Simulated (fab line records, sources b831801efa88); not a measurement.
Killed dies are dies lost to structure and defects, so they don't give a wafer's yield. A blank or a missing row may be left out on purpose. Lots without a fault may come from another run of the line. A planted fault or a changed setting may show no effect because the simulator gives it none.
fab line records | flow sky130
record lots=13 wafers=39 last_day=50
route steps=708 shown PWDE@52 VT_ADJUST_HVTR@138 GATE_OXIDE@192 PAD_OPEN@708
lots that met no fault: from a run of the same line without faults
start_h: hours from the record's first day to the start of the lot's first wafer shown | wait_h: hours since the lot's step before | " the same as in the row above | L1.1+2: a row that stands for several wafers | - no value, or no start given | * or withheld: withheld | < > ~ a bound
route shown NAME@n: a module of which the file shows steps, and the number in the route of the first | usual: mean/standard deviation of fault-free wafers | same: alike in all rows | chamber/n: place in a boat | sites: the reading at each site | _std_site: their standard deviation | _edge_site: outer sites' mean less inner sites' | radius_mm: how far each site lies from the wafer's centre | mask NAME#n: copy n | behind: the tool/chamber that last shaped the wafer | hold: why the lot was held/for how many hours/how that ended | device: the transistor (n, p or np) that didn't switch | end of line: the same wafers' tests at the end of the route | a step without rows: its recipe alone | killed: dies lost to structure and defects at the first sort, not the wafer's yield | map: a wafer's dies, x killed, . not, _ none there
set.NAME: the setting as run; set.NAME@STEP: as run at that earlier step | model.NAME: the simulator's own value behind a step, which no gauge read
steps of the route over a sample of lots; a table a step, a row a wafer
## steps
# step SKY_PWDE_OVL_MEAS_07
# usual PWDE_OVL=0.3/1.4
# columns lot.wafer tool chamber start_h wait_h PWDE_OVL[nm]
L687.1 overlay-02 - 83.42 - 0.3
L687.3 " - " " -1.5
L687.5 " - " " 1.6
L688.1 overlay-02 - 84.12 - 0.6
L688.3 " - " " -0.6
L688.5 " - " " -0.7
L692.2 overlay-02 - 108.97 - 2.1
L692.3 " - " " 0.7
L692.5 " - " " 0.2
L695.2 overlay-02 - 112.62 - -0.6
L695.3 " - " " -0.5
L695.4 " - " " -0.4
L696.3 overlay-02 - 120.74 - 1.6
L696.4 " - " " 2.5
L696.6 " - " " 1.7
L697.1 overlay-01 - 128.33 - 0.1
L697.2 " - " " 0.2
L697.5 " - " " 0.8
L701.3 overlay-02 - 148.38 - -0.3
L701.5 " - " " -0.9
L701.6 " - " " -0.1
L702.1 overlay-02 - 154.43 - -0.3
L702.2 " - " " 0.1
L702.4 " - " " -0.4
L703.1 overlay-01 - 160.68 - 2.6
L703.3 " - " " 1.2
L703.6 " - " " 1.5
L705.2 overlay-01 - 170.07 - 0.4
L705.3 " - " " -1.0
L705.6 " - " " 0.5
L706.2 overlay-02 - 176.73 - 0.3
L706.4 " - " " -0.2
L706.6 " - " " 0.5
L707.2 overlay-01 - 187.33 - 0.3
L707.3 " - " " -1.0
L707.4 " - " " -2.1
L710.2 overlay-02 - 199.08 - -1.6
L710.5 " - " " -1.6
L710.6 " - " " -1.9
# step SKY_PWDE_TW_MEAS_10
# usual PWDE_TW=375.2/2.7
# columns lot.wafer tool chamber start_h wait_h PWDE_TW
L687.1 film_metro-02 - 83.70 0.1 378.6
L687.3 " - " " 376.4
L687.5 " - " " 378.0
L688.1 film_metro-01 - 84.40 0.1 373.3
L688.3 " - " " 373.6
L688.5 " - " " 374.0
L692.2 film_metro-02 - 109.26 0.1 376.6
L692.3 " - " " 374.0
L692.5 " - " " 376.7
L695.2 film_metro-02 - 112.91 0.1 376.9
L695.3 " - " " 373.4
L695.4 " - " " 376.4
L696.3 film_metro-03 - 121.03 0.1 377.6
L696.4 " - " " 378.2
L696.6 " - " " 377.2
L697.1 film_metro-01 - 128.62 0.1 371.1
L697.2 " - " " 374.1
L697.5 " - " " 371.5
L701.3 film_metro-03 - 148.67 0.1 381.2
L701.5 " - " " 379.7
L701.6 " - " " 379.7
L702.1 film_metro-02 - 154.71 0.1 374.2
L702.2 " - " " 379.1
L702.4 " - " " 375.4
L703.1 film_metro-01 - 160.97 0.1 368.8
L703.3 " - " " 373.4
L703.6 " - " " 371.2
L705.2 film_metro-01 - 170.36 0.1 373.2
L705.3 " - " " 371.0
L705.6 " - " " 371.8
L706.2 film_metro-01 - 177.02 0.1 371.9
L706.4 " - " " 372.7
L706.6 " - " " 371.5
L707.2 film_metro-01 - 187.62 0.1 374.1
L707.3 " - " " 374.8
L707.4 " - " " 373.4
L710.2 film_metro-02 - 199.42 0.1 378.0
L710.5 " - " " 375.5
L710.6 " - " " 378.9
# step SKY_VT_ADJUST_HVTR_CD_MEAS_07
# recipe target_cd_nm=380
# usual cd_nm=380.5/2.4
# columns lot.wafer tool chamber start_h wait_h cd_nm
L687.1 cd_sem-01 - 219.82 0.1 379.4
L687.3 " - " " 380.2
L687.5 " - " " 382.1
L688.1 cd_sem-02 - 220.58 0.1 381.6
L688.3 " - " " 383.5
L688.5 " - " " 378.5
L692.2 cd_sem-02 - 253.09 0.1 378.2
L692.3 " - " " 377.2
L692.5 " - " " 378.8
L695.2 cd_sem-02 - 260.05 0.1 377.8
L695.3 " - " " 378.0
L695.4 " - " " 380.1
L696.3 cd_sem-01 - 269.01 0.1 381.9
L696.4 " - " " 380.8
L696.6 " - " " 379.9
L697.1 cd_sem-02 - 279.38 0.1 376.2
L697.2 " - " " 376.5
L697.5 " - " " 375.0
L701.3 cd_sem-02 - 307.42 0.1 380.7
L701.5 " - " " 382.2
L701.6 " - " " 382.6
L702.1 cd_sem-01 - 316.08 0.1 384.6
L702.2 " - " " 382.2
L702.4 " - " " 384.4
L703.1 cd_sem-02 - 323.77 0.1 382.5
L703.3 " - " " 380.9
L703.6 " - " " 383.3
L705.2 cd_sem-02 - 334.35 0.1 382.0
L705.3 " - " " 381.0
L705.6 " - " " 381.1
L706.2 cd_sem-02 - 345.60 0.1 377.5
L706.4 " - " " 378.7
L706.6 " - " " 379.4
L707.2 cd_sem-01 - 359.75 0.1 384.0
L707.3 " - " " 384.6
L707.4 " - " " 384.1
L710.2 cd_sem-02 - 375.25 0.1 381.7
L710.5 " - " " 380.4
L710.6 " - " " 381.3
# step SKY_GATE_OXIDE_COAT_05
# recipe resist=NOVOLAK spin_rpm=3000 resist_thk_nm=1140
# usual chill_plate_temp_C=22.99/0.11 dispense_pressure_kPa=52/4.4 resist_line_temp_C=23.02/0.11
# columns lot.wafer tool chamber start_h wait_h chill_plate_temp_C dispense_pressure_kPa resist_line_temp_C
L687.1 litho_track-04 0 313.77 0.1 23.08 57 22.97
L687.3 " 0 " " 23.06 57 22.91
L687.5 " 0 " " 22.90 57 23.05
L688.1 litho_track-03 0 313.83 0.1 22.91 55 22.99
L688.3 " 0 " " 22.79 55 23.06
L688.5 " 0 " " 22.90 55 23.03
L692.2 litho_track-01 0 353.11 0.1 22.99 47 22.87
L692.3 " 0 " " 22.87 47 22.93
L692.5 " 0 " " 22.89 47 22.98
L695.2 litho_track-01 0 359.81 0.1 22.91 47 23.02
L695.3 " 0 " " 23.00 47 23.00
L695.4 " 0 " " 22.96 47 22.89
L696.3 litho_track-04 0 371.67 0.1 23.06 57 22.99
L696.4 " 0 " " 23.05 57 23.12
L696.6 " 0 " " 23.08 57 22.87
L697.1 litho_track-01 0 382.18 0.1 23.00 47 23.01
L697.2 " 0 " " 22.99 47 22.84
L697.5 " 0 " " 22.89 47 23.00
L701.3 litho_track-01 - 413.13 0.1 - - -
L701.5 " - " " - - -
L701.6 " - " " - - -
L702.1 litho_track-03 - 421.83 0.1 - - -
L702.2 " - " " - - -
L702.4 " - " " - - -
L703.1 litho_track-04 - 432.72 0.1 - - -
L703.3 " - " " - - -
L703.6 " - " " - - -
L705.2 litho_track-01 0 444.66 0.1 22.87 47 22.91
L705.3 " 0 " " 22.86 47 22.88
L705.6 " 0 " " 22.91 47 22.99
L706.2 litho_track-01 0 454.21 0.1 23.08 47 22.97
L706.4 " 0 " " 23.05 47 23.20
L706.6 " 0 " " 23.06 47 23.10
L707.2 litho_track-03 0 472.40 0.1 23.02 55 22.92
L707.3 " 0 " " 23.05 55 22.77
L707.4 " 0 " " 23.10 55 22.80
L710.2 litho_track-04 0 488.59 0.1 22.95 57 23.14
L710.5 " 0 " " 23.15 57 23.11
L710.6 " 0 " " 23.06 57 23.04
# step SKY_GATE_OXIDE_OVL_MEAS_10
# usual GATE_OXIDE_OVL=1.4/1.4
# columns lot.wafer tool chamber start_h wait_h GATE_OXIDE_OVL[nm]
L687.1 overlay-01 - 326.23 0.1 1.8
L687.3 " - " " -0.1
L687.5 " - " " 2.2
L688.1 overlay-02 - 326.32 0.1 1.8
L688.3 " - " " -0.4
L688.5 " - " " 2.0
L692.2 overlay-01 - 366.98 0.1 2.4
L692.3 " - " " 1.8
L692.5 " - " " 1.5
L695.2 overlay-02 - 374.77 0.1 1.0
L695.3 " - " " -1.3
L695.4 " - " " 1.5
L696.3 overlay-02 - 385.54 0.1 0.4
L696.4 " - " " 1.4
L696.6 " - " " 0.7
L697.1 overlay-02 - 396.63 0.1 2.0
L697.2 " - " " 2.4
L697.5 " - " " 3.1
L701.3 overlay-01 - 428.54 0.1 -
L701.5 " - " " -
L701.6 " - " " -
L702.1 overlay-02 - 437.68 0.1 -
L702.2 " - " " -
L702.4 " - " " -
L703.1 overlay-01 - 447.73 0.1 -
L703.3 " - " " -
L703.6 " - " " -
L705.2 overlay-01 - 460.67 0.1 2.8
L705.3 " - " " 4.0
L705.6 " - " " 2.4
L706.2 overlay-01 - 469.88 0.1 2.3
L706.4 " - " " 4.0
L706.6 " - " " 2.1
L707.2 overlay-02 - 487.29 0.1 4.0
L707.3 " - " " 1.2
L707.4 " - " " 2.0
L710.2 overlay-02 - 504.37 0.1 0.6
L710.5 " - " " -2.0
L710.6 " - " " 0.1
# step SKY_PAD_OPEN_PROBE_99
# usual killed_at_M0_to_M3=44/7.3 killed_at_M4_up=3.4/1.7 killed_at_contacts=24/5.3 killed_at_front_end=15/4.1 killed_at_other=0.4/0.68 killed_dies=87/9.5 killed_on_rim=17/3.8 killed_open=48/7.1 killed_short=39/5.8
# same gross_dies=492 killed_at_back_side=0
# columns lot.wafer tool chamber start_h wait_h hold killed_at_M0_to_M3 killed_at_M4_up killed_at_contacts killed_at_front_end killed_at_other killed_dies killed_on_rim killed_open killed_short
L692.2 prober-01 - 1114.25 0.1 - 47 2 21 20 0 90 25 48 41
L692.3 prober-01 - 1114.30 0.2 - 44 3 20 14 0 81 16 44 37
L692.5 prober-01 - 1114.40 0.2 - 37 1 16 17 0 71 14 37 32
L695.2 prober-02 - 1122.45 0.1 - 36 4 24 21 0 85 14 45 40
L695.3 prober-02 - 1122.50 0.2 - 47 1 29 10 0 87 17 52 35
L695.4 prober-02 - 1122.55 0.2 - 39 6 22 11 1 79 18 40 39
L696.3 prober-01 - 1126.05 0.2 - 29 4 18 21 1 73 18 38 35
L696.4 prober-01 - 1126.10 0.2 - 46 4 39 8 0 97 16 55 42
L696.6 prober-01 - 1126.20 0.2 - 42 3 27 14 0 86 15 38 47
L701.3 prober-02 - 1155.10 0.2 await_dispo/1.8h/scrap 58 5 36 393 0 492 96 66 50
L701.5 prober-02 - 1155.20 0.2 await_dispo/1.8h/scrap 54 2 34 401 1 492 96 60 45
L701.6 prober-02 - 1155.25 0.2 await_dispo/1.8h/scrap 34 3 33 422 0 492 96 51 39
L702.1 prober-01 - 1175.14 0.1 await_dispo/3.9h/scrap 46 5 27 414 0 492 96 49 44
L702.2 prober-01 - 1175.19 0.1 await_dispo/3.9h/scrap 40 4 27 421 0 492 96 48 35
L702.4 prober-01 - 1175.29 0.2 await_dispo/3.9h/scrap 53 3 24 412 0 492 96 52 43
L703.1 prober-02 - 1177.34 0.1 await_dispo/3.0h/scrap 38 1 23 430 0 492 96 40 34
L703.3 prober-02 - 1177.44 0.2 await_dispo/3.0h/scrap 37 3 15 437 0 492 96 38 34
L703.6 prober-02 - 1177.59 0.2 await_dispo/3.0h/scrap 43 3 29 417 0 492 96 59 39
L706.2 prober-01 - 1182.70 0.1 - 49 5 21 15 0 90 19 50 39
L706.4 prober-01 - 1182.80 0.2 - 42 6 25 13 0 86 23 43 43
L706.6 prober-01 - 1182.90 0.2 - 41 1 27 13 1 83 20 50 32
L707.2 prober-02 - 1190.44 0.1 - 34 5 16 17 0 72 11 35 37
L707.3 prober-02 - 1190.49 0.2 - 48 2 25 11 1 87 19 53 32
L707.4 prober-02 - 1190.54 0.2 - 38 3 33 9 0 83 14 45 36
# killed by level:class
L692.2 VIA1:geometric_particle:open=13 VIA2:geometric_particle:open=7 LI_CONTACT:geometric_particle:open=6 VIA3:geometric_particle:open=6 FIELD_ISO:geometric_particle:short=4 VIA1:geometric_particle:short=4 POLY_GATE:geometric_particle:open=4 CONTACT:geometric_particle:short=4
L692.3 VIA1:geometric_particle:open=12 CONTACT:geometric_particle:open=9 VIA1:geometric_particle:short=6 VIA2:geometric_particle:short=6 VIA3:geometric_particle:open=5 POLY_GATE:geometric_particle:open=4 CONTACT:geometric_particle:short=4 METAL1:geometric_particle:short=4
L692.5 VIA3:geometric_particle:open=8 METAL3:geometric_particle:short=7 VIA1:geometric_particle:open=6 VIA2:geometric_particle:open=5 FIELD_ISO:geometric_particle:open=4 FIELD_ISO:geometric_particle:short=4 POLY_GATE:geometric_particle:short=4 LI_CONTACT:geometric_particle:open=4
L695.2 FIELD_ISO:geometric_particle:short=8 CONTACT:geometric_particle:open=8 METAL2:geometric_particle:short=6 VIA3:geometric_particle:open=6 VIA1:geometric_particle:open=6 POLY_GATE:geometric_particle:open=5 LOCAL_INTERCONNECT:geometric_particle:short=5 POLY_GATE:geometric_particle:short=4
L695.3 VIA3:geometric_particle:open=11 LI_CONTACT:geometric_particle:open=10 CONTACT:geometric_particle:open=9 VIA1:geometric_particle:open=7 METAL2:geometric_particle:short=5 CONTACT:geometric_particle:short=5 VIA2:geometric_particle:open=5 FIELD_ISO:geometric_particle:open=4
L695.4 CONTACT:geometric_particle:open=9 VIA1:geometric_particle:open=8 VIA2:geometric_particle:open=7 VIA3:geometric_particle:open=7 METAL4:geometric_particle:short=6 CONTACT:geometric_particle:short=6 LOCAL_INTERCONNECT:geometric_particle:short=4 METAL1:geometric_particle:short=4
L696.3 VIA1:geometric_particle:open=8 POLY_GATE:geometric_particle:open=5 CONTACT:geometric_particle:open=5 FIELD_ISO:geometric_particle:short=4 POLY_GATE:geometric_particle:short=4 POLY_CUT:geometric_particle:short=4 LOCAL_INTERCONNECT:geometric_particle:short=4 METAL1:geometric_particle:short=4
L696.4 VIA3:geometric_particle:open=12 CONTACT:geometric_particle:open=12 LI_CONTACT:geometric_particle:open=10 CONTACT:geometric_particle:short=10 VIA1:geometric_particle:open=9 VIA1:geometric_particle:short=6 METAL1:geometric_particle:short=5 LI_CONTACT:geometric_particle:short=4
L696.6 CONTACT:geometric_particle:open=14 METAL1:geometric_particle:short=9 VIA1:geometric_particle:open=7 CONTACT:geometric_particle:short=6 VIA1:geometric_particle:short=6 VIA2:geometric_particle:open=6 POLY_GATE:geometric_particle:short=5 LI_CONTACT:geometric_particle:open=4
L701.3 GATE_OXIDE:area_expose=376 VIA2:geometric_particle:open=15 CONTACT:geometric_particle:open=13 VIA1:geometric_particle:open=11 LOCAL_INTERCONNECT:geometric_particle:short=7 CONTACT:geometric_particle:short=7 METAL1:geometric_particle:short=7 METAL2:geometric_particle:short=6
L701.5 GATE_OXIDE:area_expose=387 CONTACT:geometric_particle:open=17 VIA2:geometric_particle:open=14 VIA1:geometric_particle:open=8 METAL2:geometric_particle:short=8 LI_CONTACT:geometric_particle:open=7 POLY_GATE:geometric_particle:short=6 VIA1:geometric_particle:short=6
L701.6 GATE_OXIDE:area_expose=402 CONTACT:geometric_particle:open=12 VIA1:geometric_particle:open=9 LI_CONTACT:geometric_particle:open=7 CONTACT:geometric_particle:short=7 METAL1:geometric_particle:short=6 POLY_GATE:geometric_particle:short=5 VIA2:geometric_particle:open=5
L702.1 GATE_OXIDE:area_expose=397 CONTACT:geometric_particle:open=10 LI_CONTACT:geometric_particle:open=9 VIA1:geometric_particle:open=9 METAL1:geometric_particle:short=8 VIA3:geometric_particle:open=7 VIA2:geometric_particle:open=6 LOCAL_INTERCONNECT:geometric_particle:short=5
L702.2 GATE_OXIDE:area_expose=408 CONTACT:geometric_particle:open=9 VIA1:geometric_particle:open=9 LI_CONTACT:geometric_particle:open=7 METAL1:geometric_particle:open=5 METAL1:geometric_particle:short=5 LI_CONTACT:geometric_particle:short=4 VIA3:geometric_particle:open=4
L702.4 GATE_OXIDE:area_expose=397 VIA1:geometric_particle:open=13 VIA2:geometric_particle:open=11 POLY_GATE:geometric_particle:open=6 CONTACT:geometric_particle:open=6 LI_CONTACT:geometric_particle:open=6 VIA1:geometric_particle:short=6 LI_CONTACT:geometric_particle:short=5
L703.1 GATE_OXIDE:area_expose=418 VIA1:geometric_particle:open=8 METAL1:geometric_particle:short=7 CONTACT:geometric_particle:open=7 FIELD_ISO:geometric_particle:short=6 LI_CONTACT:geometric_particle:open=6 VIA2:geometric_particle:open=6 FIELD_ISO:geometric_particle:open=3
L703.3 GATE_OXIDE:area_expose=419 VIA1:geometric_particle:open=7 VIA3:geometric_particle:open=7 LI_CONTACT:geometric_particle:open=6 VIA2:geometric_particle:short=6 FIELD_ISO:geometric_particle:short=5 CONTACT:geometric_particle:open=5 FIELD_ISO:geometric_particle:open=4
L703.6 GATE_OXIDE:area_expose=393 LI_CONTACT:geometric_particle:open=12 VIA1:geometric_particle:open=11 VIA2:geometric_particle:open=10 POLY_GATE:geometric_particle:open=8 CONTACT:geometric_particle:short=7 FIELD_ISO:geometric_particle:open=5 METAL2:geometric_particle:open=5
L706.2 VIA1:geometric_particle:open=12 VIA3:geometric_particle:open=8 CONTACT:geometric_particle:open=7 METAL1:geometric_particle:short=7 LOCAL_INTERCONNECT:geometric_particle:short=6 FIELD_ISO:geometric_particle:open=5 VIA2:geometric_particle:open=5 LI_CONTACT:geometric_particle:open=5
L706.4 VIA1:geometric_particle:open=13 VIA1:geometric_particle:short=9 CONTACT:geometric_particle:open=7 FIELD_ISO:geometric_particle:open=6 LI_CONTACT:geometric_particle:open=6 METAL2:geometric_particle:short=5 CONTACT:geometric_particle:short=5 METAL4:geometric_particle:short=5
L706.6 VIA1:geometric_particle:open=14 CONTACT:geometric_particle:open=10 METAL2:geometric_particle:short=7 LI_CONTACT:geometric_particle:open=7 CONTACT:geometric_particle:short=5 VIA3:geometric_particle:open=5 FIELD_ISO:geometric_particle:open=4 LI_CONTACT:geometric_particle:short=4
L707.2 VIA1:geometric_particle:open=7 FIELD_ISO:geometric_particle:open=5 POLY_GATE:geometric_particle:short=5 METAL1:geometric_particle:short=5 VIA3:geometric_particle:open=5 LOCAL_INTERCONNECT:geometric_particle:short=4 CONTACT:geometric_particle:open=4 VIA3:geometric_particle:short=4
L707.3 CONTACT:geometric_particle:open=11 LI_CONTACT:geometric_particle:open=8 VIA1:geometric_particle:open=7 VIA1:geometric_particle:short=7 VIA3:geometric_particle:short=6 VIA2:geometric_particle:open=6 VIA3:geometric_particle:open=6 FIELD_ISO:geometric_particle:open=5
L707.4 CONTACT:geometric_particle:open=15 VIA1:geometric_particle:open=9 METAL1:geometric_particle:short=7 LI_CONTACT:geometric_particle:open=6 CONTACT:geometric_particle:short=6 VIA1:geometric_particle:short=6 VIA3:geometric_particle:open=5 FIELD_ISO:geometric_particle:open=4
## key
first_sign step=SKY_GATE_OXIDE_COAT_05 reading=tool_record direction=missing
effect step=SKY_GATE_OXIDE_OVL_MEAS_10 reading=GATE_OXIDE_OVL direction=missing
effect step=SKY_PAD_OPEN_PROBE_99 reading=killed_at_front_end direction=up sigmas=99 usual=15 struck=416
more_kills_born_at SKY_GATE_OXIDE_EXPOSE_07@iline_stepper-02=2395 SKY_GATE_OXIDE_EXPOSE_07@iline_stepper-01=1202
met_at SKY_GATE_OXIDE_COAT_05
struck_lots L701,L702,L703
later_rows_left_out L701.3,L701.5,L701.6,L702.1,L702.2,L702.4,L703.1,L703.3,L703.6
tester_left_out L701,L702,L703
not_acting_at SKY_PWDE_OVL_MEAS_07,SKY_PWDE_TW_MEAS_10,SKY_VT_ADJUST_HVTR_CD_MEAS_07
onset_between 382.18 413.13
fault kind=skipped_step_whole tool=litho_track-01,litho_track-03,litho_track-04 chamber=- onset_h=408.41 steps=SKY_GATE_OXIDE_COAT_05 scope=struck_lots_only
# tester_left_out: of these lots the tester's yield and bins aren't shown, on N5 and GAA mostly nor the transistor test; their killed dies are dies lost to structure and defects alone, not to doping, threshold or leakage, so they don't give the yield
# later_rows_left_out: the simulator's readings of these wafers behind a module that went badly wrong aren't trusted and aren't shown, but for the sort
